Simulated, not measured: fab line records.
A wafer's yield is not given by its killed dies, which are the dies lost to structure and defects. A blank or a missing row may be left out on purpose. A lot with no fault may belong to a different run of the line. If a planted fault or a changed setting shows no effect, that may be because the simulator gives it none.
fab line records	flow sky130
record lots=5	wafers=23
route steps=708 shown SD_N@351 LI_CONTACT@362 LOCAL_INTERCONNECT@387 CONTACT@422 METAL1@437
startH: start of the lot's first displayed wafer, in hours after the record's first day	waitH: how many hours have passed since the lot's step before this one	" same as the row above	L1.1+2: a single row standing in for several wafers	- no value, or no start given	* or withheld: withheld	< > ~ a bound
route shown NAME@n: NAME is a module with steps in the file, n the number in the route of the first one	usual: the fault-free wafers' mean and standard deviation	same: alike in all rows	chamber/n: place in a boat	sites: the reading at each site	_std_site: how widely they spread, as a standard deviation	_edge_site: mean of outer sites minus mean of inner sites	radiusMm: for every site, how far away it sits from the centre of the wafer	mask NAME#n: copy n	behind: the most recent tool/chamber to have shaped the wafer	hold: why the lot was held/for how many hours/how that ended	device: names the non-switching transistor (n, p or np)	end of line: tests run on the same wafers once the route is complete	where a step has no rows: the recipe by itself	killed: not the wafer's yield, but the dies lost to structure and defects at the first sort	map: dies across one wafer; x = killed, . = not, _ = none there
set.NAME: setting as actually run; set.NAME@STEP: the setting as run at that earlier step	model.NAME: the simulator's own value behind a step, which no gauge read
lots with deliberately changed settings; one table per step, one row per wafer
## steps
# step SKY_SD_N_IMPLANT_09
# recipe species=As	energyKev=50	doseCm2=4e+15	tiltDeg=0
lot.wafer	tool	chamber	startH	waitH	set.energyKev	model.implant.rpNm	model.implant.drpNm
L076.1+2+5	implanter-03	0	667.55	0.0	48.79	30.96	13.85
L076.3+4	"	0	"	"	50	31.58	14.11
L078.2+5+6	implanter-03	0	681.79	0.0	50	32.3	14.11
L079.2+3+4	implanter-01	0	688.97	0.0	50	32.4	14.11
L079.5+6	"	0	"	"	52.94	33.95	14.73
L080.1+2+3	implanter-03	0	698.50	0.0	47.79	30.61	13.64
L080.4+5	"	0	"	"	50	31.75	14.11
L085.1+3+5	implanter-03	0	739.71	0.0	47.34	31.16	13.54
L085.2+6	"	0	"	"	50	32.57	14.11
# step SKY_SD_N_IMPLANT_10
# recipe species=P	energyKev=20	doseCm2=1e+14	tiltDeg=0
# step SKY_SD_N_STRIP_11
# recipe chemistry=O2/N2	powerW=1400	pressureMtorr=1500	platenTempC=withheld	o2FlowSccm=3000	n2FlowSccm=300	overashFraction=0.5
# usual stripTimeToEndpointS=22.549/0.028
lot.wafer	tool	chamber	startH	waitH	set.energyKev@SD_N_IMPLANT_09	stripTimeToEndpointS
L076.1	plasmaAsher-02	0	667.85	0.1	48.79	22.380
L076.2	"	1	"	"	48.79	22.356
L076.3	"	0	"	"	50	22.543
L076.4	"	1	"	"	50	22.556
L076.5	"	1	"	"	48.79	22.382
L078.2	plasmaAsher-02	0	682.06	0.1	50	22.517
L078.5	"	0	"	"	50	22.543
L078.6	"	1	"	"	50	22.557
L079.2	plasmaAsher-04	0	689.25	0.1	50	22.511
L079.3	"	1	"	"	50	22.513
L079.4	"	0	"	"	50	22.535
L079.5	"	0	"	"	52.94	22.997
L079.6	"	1	"	"	52.94	22.997
L080.1	plasmaAsher-03	1	698.80	0.1	47.79	22.223
L080.2	"	0	"	"	47.79	22.227
L080.3	"	0	"	"	47.79	22.246
L080.4	"	1	"	"	50	22.559
L080.5	"	0	"	"	50	22.525
L085.1	plasmaAsher-04	1	740.01	0.1	47.34	22.152
L085.2	"	0	"	"	50	22.590
L085.3	"	1	"	"	47.34	22.151
L085.5	"	0	"	"	47.34	22.164
L085.6	"	1	"	"	50	22.547
# step SKY_SD_N_CLEAN_13
# recipe chemistry=SC1/SC2	mix=1:4:20	tempC=70	timeS=150	dry=n2Spin
# step SKY_SD_N_RTA_14
# recipe tempC=1075	timeS=2	idleTempC=650	rampUpCPerS=150	rampDownCPerS=90	ambient=N2
# step SKY_SD_N_RS_MEAS_16
# recipe thkMeasGauge=four-point-probe
# usual SD_N_RS=68.55/0.11
lot.wafer	tool	chamber	startH	waitH	set.energyKev@SD_N_IMPLANT_09	SD_N_RS[ohm/sq]
L076.1	filmMetro-03	-	668.23	0.1	48.79	69.19
L076.2	"	-	"	"	48.79	69.50
L076.3	"	-	"	"	50	68.68
L076.4	"	-	"	"	50	68.60
L076.5	"	-	"	"	48.79	69.43
L078.2	filmMetro-02	-	682.47	0.1	50	68.66
L078.5	"	-	"	"	50	68.68
L078.6	"	-	"	"	50	68.75
L079.2	filmMetro-02	-	689.65	0.1	50	68.52
L079.3	"	-	"	"	50	68.44
L079.4	"	-	"	"	50	68.58
L079.5	"	-	"	"	52.94	66.42
L079.6	"	-	"	"	52.94	66.48
L080.1	filmMetro-03	-	699.18	0.1	47.79	70.15
L080.2	"	-	"	"	47.79	70.11
L080.3	"	-	"	"	47.79	70.15
L080.4	"	-	"	"	50	68.48
L080.5	"	-	"	"	50	68.65
L085.1	filmMetro-03	-	740.46	0.1	47.34	70.43
L085.2	"	-	"	"	50	68.47
L085.3	"	-	"	"	47.34	70.43
L085.5	"	-	"	"	47.34	70.42
L085.6	"	-	"	"	50	68.52
# step SKY_LI_CONTACT_HDPCVD_00
# recipe material=PSG	targetThkNm=930	sigmaOpenFrac=0.3	timeS=155	tempC=600	sih4FlowSccm=60	pressureMtorr=6
lot.wafer	tool	chamber	startH	waitH	set.timeS	model.PSG_of_LI_CONTACT_HDPCVD_00.thkNm
L076.1	hdpcvd-02	1	668.61	0.0	155	947
L076.2	"	0	"	"	168.5	1019
L076.3	"	2	"	"	155	928.5
L076.4	"	2	"	"	155	926.9
L076.5	"	1	"	"	168.5	1021
L078.2	hdpcvd-02	2	682.83	0.0	155	910.4
L078.5	"	2	"	"	155	930.4
L078.6	"	1	"	"	155	929.3
L079.2+5	hdpcvd-02	0,2	690.01	0.0	155	926.5
L079.3	"	2	"	"	155	913.1
L079.4	"	1	"	"	155	926.3
L079.6	"	0	"	"	155	932.7
L080.1	hdpcvd-02	2	699.56	0.0	177.4	1041
L080.2	"	1	"	"	155	907
L080.3	"	0	"	"	155	922.9
L080.4	"	0	"	"	155	935.7
L080.5	"	2	"	"	177.4	1051
L085.1	hdpcvd-01	0	740.85	0.0	155	917.6
L085.2	"	1	"	"	155	922.4
L085.3	"	2	"	"	155	937.3
L085.5	"	1	"	"	155	930.7
L085.6	"	2	"	"	155	923.5
# step SKY_LI_CONTACT_THK_MEAS_01
# recipe reads=PSG_of_LI_CONTACT_HDPCVD_00
# usual LI_CONTACT_HDPCVD_THK=929/10
lot.wafer	tool	chamber	startH	waitH	set.timeS@LI_CONTACT_HDPCVD_00	LI_CONTACT_HDPCVD_THK[nm]
L076.1	filmMetro-02	-	668.71	0.1	155	947
L076.2	"	-	"	"	168.5	1020
L076.3	"	-	"	"	155	929
L076.4	"	-	"	"	155	926
L076.5	"	-	"	"	168.5	1022
L078.2	filmMetro-04	-	682.94	0.1	155	911
L078.5	"	-	"	"	155	931
L078.6	"	-	"	"	155	929
L079.2	filmMetro-03	-	690.12	0.1	155	927
L079.3	"	-	"	"	155	913
L079.4	"	-	"	"	155	926
L079.5	"	-	"	"	155	926
L079.6	"	-	"	"	155	933
L080.1	filmMetro-02	-	699.66	0.1	177.4	1042
L080.2	"	-	"	"	155	906
L080.3	"	-	"	"	155	923
L080.4	"	-	"	"	155	935
L080.5	"	-	"	"	177.4	1050
L085.1	filmMetro-04	-	740.95	0.1	155	918
L085.2	"	-	"	"	155	922
L085.3	"	-	"	"	155	937
L085.5	"	-	"	"	155	931
L085.6	"	-	"	"	155	924
# step SKY_LI_CONTACT_CMP_02
# recipe material=PSG	downForcePsi=4	platenRpm=60	padVelocityMS=0.94248
# usual timeToEndpointS=32.1/2.6
lot.wafer	tool	chamber	startH	waitH	set.timeS@LI_CONTACT_HDPCVD_00	timeToEndpointS
L076.4	cmp-01	2	668.77	0.0	155	33.2
L076.3	"	3	"	"	155	32.5
L076.2	"	0	"	"	168.5	43.2
L076.1	"	1	"	"	155	35.5
L076.5	"	2	"	"	168.5	39.8
L078.2	cmp-02	0	683.00	0.1	155	33.0
L078.5	"	0	"	"	155	32.5
L078.6	"	1	"	"	155	33.3
L079.4	cmp-02	2	690.17	0.0	155	29.9
L079.3	"	0	"	"	155	31.9
L079.2	"	1	"	"	155	34.1
L079.6	"	2	"	"	155	32.3
L079.5	"	3	"	"	155	29.8
L080.4	cmp-02	0	699.72	0.0	155	37.1
L080.1	"	1	"	"	177.4	46.1
L080.3	"	2	"	"	155	29.6
L080.2	"	3	"	"	155	30.7
L080.5	"	1	"	"	177.4	45.2
L085.2	cmp-01	2	741.06	0.1	155	24.6
L085.1	"	3	"	"	155	28.5
L085.3	"	0	"	"	155	29.8
L085.6	"	1	"	"	155	28.5
L085.5	"	2	"	"	155	25.9
# step SKY_LI_CONTACT_EXPOSE_09
# recipe maskId=LICM1	na=0.8	sourceShape=annular	sigmaInner=0.55	sigmaOuter=0.85	targetCdNm=170	doseMj=38
lot.wafer	tool	chamber	startH	waitH	mask	set.doseMj
L076.1+2+3+4+5	krfScanner-01	0	-	-	LICM1#0	38
L078.2+5+6	krfScanner-02	0	-	-	LICM1#0	38
L079.2+4+6	krfScanner-01	0	-	-	LICM1#0	38
L079.3+5	"	0	"	"	LICM1#0	39.29
L080.1+3+5	krfScanner-02	0	-	-	LICM1#0	38
L080.2+4	"	0	"	"	LICM1#0	40.17
L085.1+2+3+5+6	krfScanner-02	0	-	-	LICM1#0	38
# step SKY_LI_CONTACT_PEB_10
# recipe pebTempC=withheld	pebTimeS=withheld	resist=KrF-thick
# step SKY_LI_CONTACT_DEVELOP_11
# recipe developTimeS=60	resist=KrF-thick	devTempC=21
# step SKY_LI_CONTACT_CD_MEAS_12
# recipe targetCdNm=170
# usual cdNm=170.2/1.3
lot.wafer	tool	chamber	startH	waitH	set.doseMj@LI_CONTACT_EXPOSE_09	cdNm
L076.1	cdSem-02	-	697.46	-	38	170.7
L076.2	"	-	"	"	38	170.8
L076.3	"	-	"	"	38	170.8
L076.4	"	-	"	"	38	171.4
L076.5	"	-	"	"	38	169.9
L078.2	cdSem-01	-	711.16	-	38	170.4
L078.5	"	-	"	"	38	171.9
L078.6	"	-	"	"	38	170.2
L079.2	cdSem-01	-	718.36	-	38	168.9
L079.3	"	-	"	"	39.29	174.1
L079.4	"	-	"	"	38	169.6
L079.5	"	-	"	"	39.29	174.6
L079.6	"	-	"	"	38	168.3
L080.1	cdSem-01	-	727.61	-	38	169.6
L080.2	"	-	"	"	40.17	179.2
L080.3	"	-	"	"	38	170.3
L080.4	"	-	"	"	40.17	180.5
L080.5	"	-	"	"	38	169.0
L085.1	cdSem-02	-	768.89	-	38	173.2
L085.2	"	-	"	"	38	171.7
L085.3	"	-	"	"	38	171.5
L085.5	"	-	"	"	38	172.5
L085.6	"	-	"	"	38	172.3
# step SKY_LI_CONTACT_ETCH_14
# recipe chemistry=N2/H2	target=BARC	ionEnergyEv=200	sourceW=500	biasW=100	pressureMtorr=30	n2FlowSccm=100	h2FlowSccm=200	stopOn=SiO2	timeS=45.9	targetDepthA=600
lot.wafer	tool	chamber	startH	waitH	set.doseMj@LI_CONTACT_EXPOSE_09	model.LI_CONTACT.cdNm
L076.1	rieDiel-02	2	697.61	0.0	38	171.3
L076.2	"	0	"	"	38	169.8
L076.3	"	3	"	"	38	170.4
L076.4	"	1	"	"	38	171.6
L076.5	"	1	"	"	38	169.7
L078.2	rieDiel-01	0	711.30	0.0	38	170.2
L078.5	"	2	"	"	38	170.9
L078.6	"	0	"	"	38	170.8
L079.2	rieDiel-02	1	718.49	0.0	38	168.5
L079.3	"	0	"	"	39.29	173.8
L079.4	"	3	"	"	38	169.2
L079.5	"	3	"	"	39.29	174.5
L079.6	"	2	"	"	38	168.2
L080.1	rieDiel-01	3	727.76	0.0	38	169.5
L080.2	"	0	"	"	40.17	179
L080.3	"	2	"	"	38	169.9
L080.4	"	0	"	"	40.17	179.8
L080.5	"	3	"	"	38	168.8
L085.1	rieDiel-04	0	769.05	0.0	38	171.4
L085.2	"	2	"	"	38	170.8
L085.3	"	1	"	"	38	170.9
L085.5	"	0	"	"	38	170.7
L085.6	"	2	"	"	38	172
# step SKY_LI_CONTACT_ETCH_15
# recipe target=PSG	chemistry=C4F8/O2/Ar	stopOn=Si	taperDeg=4.15	maskMaterial=KrF-thick	sourceW=1500	biasW=1200	pressureMtorr=40	c4f8FlowSccm=withheld	O2_flow_sccm=6	Ar_flow_sccm=300	timeS=withheld	targetDepthA=6000
lot.wafer	tool	chamber	startH	waitH	set.doseMj@LI_CONTACT_EXPOSE_09	model.LI_CONTACT.cdNm
L076.1	rieDiel-02	2	697.65	0.0	38	170.9
L076.2	"	0	"	"	38	169.8
L076.3	"	3	"	"	38	170.5
L076.4	"	1	"	"	38	172.1
L076.5	"	1	"	"	38	170.7
L078.2	rieDiel-01	0	711.34	0.0	38	169.2
L078.5	"	2	"	"	38	171.3
L078.6	"	0	"	"	38	169.8
L079.2	rieDiel-02	1	718.53	0.0	38	169.3
L079.3	"	0	"	"	39.29	173.8
L079.4	"	3	"	"	38	169.2
L079.5	"	3	"	"	39.29	174.4
L079.6	"	2	"	"	38	167.7
L080.1	rieDiel-01	3	727.80	0.0	38	169.8
L080.2	"	0	"	"	40.17	178.8
L080.3	"	2	"	"	38	170.2
L080.4	"	0	"	"	40.17	179.2
L080.5	"	3	"	"	38	168.7
L085.1	rieDiel-04	0	769.09	0.0	38	171.2
L085.2	"	2	"	"	38	170
L085.3	"	1	"	"	38	170.2
L085.5	"	0	"	"	38	170.6
L085.6	"	2	"	"	38	171
# step SKY_LOCAL_INTERCONNECT_SPUTTER_00
# recipe material=TiN	targetThkNm=100	tempC=300	powerW=6500	timeS=83.3	chamberPressurePa=0.4
lot.wafer	tool	chamber	startH	waitH	set.chamberPressurePa	model.TiN_of_LOCAL_INTERCONNECT_SPUTTER_00.thkNm
L076.1	pvdSputter-04	-	698.79	0.1	0.4367	97.78
L076.2	"	-	"	"	0.4367	96.94
L076.3	"	-	"	"	0.4367	97.55
L076.4	"	-	"	"	0.4367	96.72
L076.5	"	-	"	"	0.4367	97.08
L078.2	pvdSputter-04	-	712.79	0.2	0.4	96.88
L078.5	"	-	"	"	0.4	99.34
L078.6	"	-	"	"	0.4	98.43
L079.2	pvdSputter-04	-	719.67	0.1	0.4	99.86
L079.3	"	-	"	"	0.4	98.95
L079.4	"	-	"	"	0.4	99.67
L079.5	"	-	"	"	0.4	99.49
L079.6	"	-	"	"	0.4	99.62
L080.1	pvdSputter-01	-	728.93	0.2	0.46	96.05
L080.2	"	-	"	"	0.46	95.58
L080.3	"	-	"	"	0.46	96.43
L080.4	"	-	"	"	0.46	96.14
L080.5	"	-	"	"	0.46	96.65
L085.1	pvdSputter-04	-	770.57	0.1	0.3793	100.6
L085.2	"	-	"	"	0.3793	99.72
L085.3	"	-	"	"	0.3793	98.56
L085.5	"	-	"	"	0.3793	99.54
L085.6	"	-	"	"	0.3793	99.38
# step SKY_CONTACT_ETCH_16
# recipe chemistry=N2/H2	target=BARC	ionEnergyEv=200	sourceW=500	biasW=100	pressureMtorr=30	n2FlowSccm=100	h2FlowSccm=200	stopOn=SiO2	timeS=45.9	targetDepthA=600
lot.wafer	tool	chamber	startH	waitH	set.timeS	model.KrF-thick_of_CONTACT_COAT_09.thkNm
L076.1	rieDiel-02	1	755.85	0.0	52.19	388.2
L076.2	"	0	"	"	45.9	393.4
L076.3	"	2	"	"	45.9	393.2
L076.4	"	3	"	"	45.9	393.6
L076.5	"	1	"	"	52.19	386.3
L078.2	rieDiel-02	1	769.75	0.0	45.9	391.9
L078.5	"	0	"	"	45.9	391
L078.6	"	3	"	"	45.9	392.7
L079.2	rieDiel-02	1	776.29	0.0	43.04	394.4
L079.3	"	2	"	"	43.04	395.4
L079.4	"	3	"	"	45.9	394
L079.5	"	1	"	"	43.04	394.9
L079.6	"	2	"	"	45.9	393.7
L080.1	rieDiel-03	1	784.55	0.0	52.42	387.8
L080.2	"	2	"	"	45.9	394.8
L080.3	"	0	"	"	52.42	386.6
L080.4	"	3	"	"	45.9	394.9
L080.5	"	1	"	"	52.42	388
L085.1	rieDiel-02	0	824.48	0.0	41.8	397.8
L085.2	"	3	"	"	41.8	399.4
L085.3	"	2	"	"	45.9	394.8
L085.5	"	3	"	"	45.9	394.3
L085.6	"	2	"	"	45.9	394.9
# step SKY_CONTACT_ETCH_17
# recipe target=SiO2	chemistry=C4F8/O2/Ar	stopOn=Si3N4	maskMaterial=KrF-thick	sourceW=1500	biasW=1200	pressureMtorr=40	c4f8FlowSccm=withheld	O2_flow_sccm=6	Ar_flow_sccm=300	timeS=withheld	targetDepthA=3400
lot.wafer	tool	chamber	startH	waitH	set.timeS@CONTACT_ETCH_16	model.KrF-thick_of_CONTACT_COAT_09.thkNm
L076.1	rieDiel-02	1	755.89	0.0	*	324
L076.2	"	0	"	"	*	328.7
L076.3+4	"	2,3	"	"	*	330.3
L076.5	"	1	"	"	*	321.7
L078.2	rieDiel-02	1	769.79	0.0	*	327
L078.5	"	0	"	"	*	325.8
L078.6	"	3	"	"	*	328.2
L079.2	rieDiel-02	1	776.33	0.0	*	329.1
L079.3	"	2	"	"	*	330.7
L079.4	"	3	"	"	*	328.9
L079.5	"	1	"	"	*	329.5
L079.6	"	2	"	"	*	329.1
L080.1	rieDiel-03	1	784.59	0.0	*	321.7
L080.2	"	2	"	"	*	329.6
L080.3	"	0	"	"	*	319.6
L080.4	"	3	"	"	*	329.4
L080.5	"	1	"	"	*	322.2
L085.1	rieDiel-02	0	824.53	0.0	*	334.3
L085.2	"	3	"	"	*	337
L085.3	"	2	"	"	*	331.9
L085.5	"	3	"	"	*	332.1
L085.6	"	2	"	"	*	331.4
# step SKY_CONTACT_ETCH_18
# recipe target=Si3N4	chemistry=CHF3/O2	stopOn=TiN	sourceW=600	biasW=200	pressureMtorr=40	chf3FlowSccm=50	O2_flow_sccm=5	timeS=39	targetDepthA=750
lot.wafer	tool	chamber	startH	waitH	set.timeS@CONTACT_ETCH_16	model.KrF-thick_of_CONTACT_COAT_09.thkNm
L076.1	rieDiel-02	1	-	-	52.19	239.5
L076.2	"	0	"	"	45.9	244.2
L076.3	"	2	"	"	45.9	248.4
L076.4	"	3	"	"	45.9	247.6
L076.5	"	1	"	"	52.19	237.1
L078.2	rieDiel-02	1	-	-	45.9	242.9
L078.5	"	0	"	"	45.9	240.8
L078.6	"	3	"	"	45.9	244.5
L079.2	rieDiel-02	1	-	-	43.04	244.3
L079.3	"	2	"	"	43.04	247.5
L079.4	"	3	"	"	45.9	245.4
L079.5	"	1	"	"	43.04	245.5
L079.6	"	2	"	"	45.9	245.1
L080.1	rieDiel-03	1	-	-	52.42	236.5
L080.2	"	2	"	"	45.9	245.9
L080.3	"	0	"	"	52.42	232.5
L080.4	"	3	"	"	45.9	244.1
L080.5	"	1	"	"	52.42	237.2
L085.1	rieDiel-02	0	-	-	41.8	250.9
L085.2	"	3	"	"	41.8	254.8
L085.3	"	2	"	"	45.9	248.9
L085.5	"	3	"	"	45.9	250.4
L085.6	"	2	"	"	45.9	248.4
# step SKY_METAL1_SPUTTER_03
# recipe material=Ti	targetThkNm=5	powerW=3000	timeS=3.3	chamberPressurePa=0.4
lot.wafer	tool	chamber	startH	waitH	set.timeS	model.Ti_of_METAL1_SPUTTER_03.thkNm
L076.1	pvdSputter-03	-	757.34	0.0	2.828	4.315
L076.2	"	-	"	"	2.828	4.28
L076.3	"	-	"	"	3.3	4.944
L076.4	"	-	"	"	3.3	5.031
L076.5	"	-	"	"	2.828	4.347
L078.2	pvdSputter-04	-	771.80	0.0	3.3	4.891
L078.5	"	-	"	"	3.3	4.957
L078.6	"	-	"	"	3.3	5.029
L079.2	pvdSputter-03	-	777.85	0.0	3.589	5.361
L079.3	"	-	"	"	3.3	4.95
L079.4	"	-	"	"	3.589	5.26
L079.5	"	-	"	"	3.3	4.958
L079.6	"	-	"	"	3.3	4.992
L080.1	pvdSputter-02	-	786.01	0.0	2.964	4.301
L080.2	"	-	"	"	2.964	4.496
L080.3	"	-	"	"	3.3	4.922
L080.4	"	-	"	"	3.3	5.072
L080.5	"	-	"	"	2.964	4.45
L085.1	pvdSputter-03	-	825.98	0.0	3.3	4.849
L085.2	"	-	"	"	3.3	4.921
L085.3	"	-	"	"	2.891	4.375
L085.5	"	-	"	"	2.891	4.373
L085.6	"	-	"	"	3.3	5.027
# step SKY_METAL1_METAL_ETCH_19
# recipe targetDepthA=3600	stopOn=SiO2	overEtchFrac=0.3	timeS=78	chemistry=Cl2/BCl3	resistSidewallDeg=88	pressureMtorr=10	icpW=900	biasW=48.5	Cl2_flow_sccm=60	bcl3FlowSccm=30
# usual oesProductAu=0.855/0.006
lot.wafer	tool	chamber	startH	waitH	set.timeS	oesProductAu	model.KrF-thick_of_METAL1_COAT_10.thkNm
L076.1	rieMetal-03	1	784.48	0.0	78	0.857	-
L076.2	"	0	"	"	78	0.848	-
L076.3	"	0	"	"	78	0.856	164.5
L076.4	"	1	"	"	78	0.852	160.3
L076.5	"	1	"	"	78	0.865	-
L078.2	rieMetal-04	0	798.25	0.0	78	0.840	157.3
L078.5	"	0	"	"	78	0.856	157.2
L078.6	"	1	"	"	78	0.861	167.3
L079.2	rieMetal-02	0	804.81	0.0	81.98	0.852	-
L079.3	"	0	"	"	78	0.859	161.6
L079.4	"	1	"	"	78	0.850	-
L079.5	"	0	"	"	81.98	0.859	146.1
L079.6	"	1	"	"	78	0.858	162
L080.1	rieMetal-04	1	812.96	0.0	78	0.859	-
L080.2	"	0	"	"	67.5	0.932	-
L080.3	"	0	"	"	67.5	0.925	191.5
L080.4	"	1	"	"	78	0.860	169.1
L080.5	"	0	"	"	78	0.858	-
L085.1	rieMetal-04	1	853.64	0.0	78	0.857	158.3
L085.2	"	0	"	"	81.33	0.854	147.6
L085.3	"	1	"	"	81.33	0.855	-
L085.5	"	1	"	"	78	0.853	-
L085.6	"	0	"	"	78	0.861	155.6
# step SKY_METAL1_STRIP_20
# recipe chemistry=O2/N2	powerW=1400	pressureMtorr=1500	platenTempC=withheld	o2FlowSccm=3000	n2FlowSccm=300	overashFraction=0.5
# usual stripTimeToEndpointS=2.70/0.045
lot.wafer	tool	chamber	startH	waitH	set.timeS@METAL1_METAL_ETCH_19	stripTimeToEndpointS
L076.1	plasmaAsher-03	1	784.57	0.1	78	2.68
L076.2	"	0	"	"	78	2.75
L076.3	"	1	"	"	78	2.76
L076.4	"	0	"	"	78	2.72
L076.5	"	0	"	"	78	2.69
L078.2	plasmaAsher-02	1	798.34	0.1	78	2.70
L078.5	"	0	"	"	78	2.69
L078.6	"	1	"	"	78	2.79
L079.2	plasmaAsher-02	0	804.90	0.1	81.98	2.59
L079.3	"	0	"	"	78	2.72
L079.4	"	1	"	"	78	2.73
L079.5	"	0	"	"	81.98	2.55
L079.6	"	1	"	"	78	2.74
L080.1	plasmaAsher-03	1	813.05	0.1	78	2.78
L080.2	"	0	"	"	67.5	3.03
L080.3	"	0	"	"	67.5	3.05
L080.4	"	1	"	"	78	2.80
L080.5	"	1	"	"	78	2.68
L085.1	plasmaAsher-03	1	853.73	0.1	78	2.70
L085.2	"	0	"	"	81.33	2.57
L085.3	"	0	"	"	81.33	2.61
L085.5	"	0	"	"	78	2.74
L085.6	"	1	"	"	78	2.67
## key
split step=SKY_SD_N_IMPLANT_09	setting=energyKev	stated=50	by=wafer
response step=SKY_SD_N_IMPLANT_09	reading=model.implant.rpNm	change=+0.263	per=1%	r=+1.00
response step=SKY_SD_N_IMPLANT_09	reading=model.implant.drpNm	change=+0.106	per=1%	r=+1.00
response step=SKY_SD_N_STRIP_11	reading=stripTimeToEndpointS	change=*	per=1%	r=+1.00
response step=SKY_SD_N_RS_MEAS_16	reading=SD_N_RS	change=-0.353	per=1%	r=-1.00
split step=SKY_LI_CONTACT_HDPCVD_00	setting=timeS	stated=155	by=wafer
response step=SKY_LI_CONTACT_HDPCVD_00	reading=model.PSG_of_LI_CONTACT_HDPCVD_00.thkNm	change=+8.93	per=1%	r=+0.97
response step=SKY_LI_CONTACT_THK_MEAS_01	reading=LI_CONTACT_HDPCVD_THK	change=+8.98	per=1%	r=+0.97
response step=SKY_LI_CONTACT_CMP_02	reading=timeToEndpointS	change=*	per=1%	r=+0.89
split step=SKY_LI_CONTACT_EXPOSE_09	setting=doseMj	stated=38	by=wafer
response step=SKY_LI_CONTACT_CD_MEAS_12	reading=cdNm	change=+1.74	per=1%	r=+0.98
response step=SKY_LI_CONTACT_ETCH_14	reading=model.LI_CONTACT.cdNm	change=+1.71	per=1%	r=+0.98
response step=SKY_LI_CONTACT_ETCH_15	reading=model.LI_CONTACT.cdNm	change=+1.64	per=1%	r=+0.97
split step=SKY_LOCAL_INTERCONNECT_SPUTTER_00	setting=chamberPressurePa	stated=0.4	by=lot
response step=SKY_LOCAL_INTERCONNECT_SPUTTER_00	reading=model.TiN_of_LOCAL_INTERCONNECT_SPUTTER_00.thkNm	change=-0.176	per=1%	r=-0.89
split step=SKY_CONTACT_ETCH_16	setting=timeS	stated=45.9	by=wafer
response step=SKY_CONTACT_ETCH_16	reading=model.KrF-thick_of_CONTACT_COAT_09.thkNm	change=-0.456	per=1%	r=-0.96
response step=SKY_CONTACT_ETCH_17	reading=model.KrF-thick_of_CONTACT_COAT_09.thkNm	change=-0.495	per=1%	r=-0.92
response step=SKY_CONTACT_ETCH_18	reading=model.KrF-thick_of_CONTACT_COAT_09.thkNm	change=-0.565	per=1%	r=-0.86
split step=SKY_METAL1_SPUTTER_03	setting=timeS	stated=3.3	by=wafer
response step=SKY_METAL1_SPUTTER_03	reading=model.Ti_of_METAL1_SPUTTER_03.thkNm	change=+0.0473	per=1%	r=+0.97
split step=SKY_METAL1_METAL_ETCH_19	setting=timeS	stated=78	by=wafer
response step=SKY_METAL1_METAL_ETCH_19	reading=oesProductAu	change=-0.00425	per=1%	r=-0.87
response step=SKY_METAL1_METAL_ETCH_19	reading=model.KrF-thick_of_METAL1_COAT_10.thkNm	change=-1.92	per=1%	r=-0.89
response step=SKY_METAL1_STRIP_20	reading=stripTimeToEndpointS	change=*	per=1%	r=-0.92
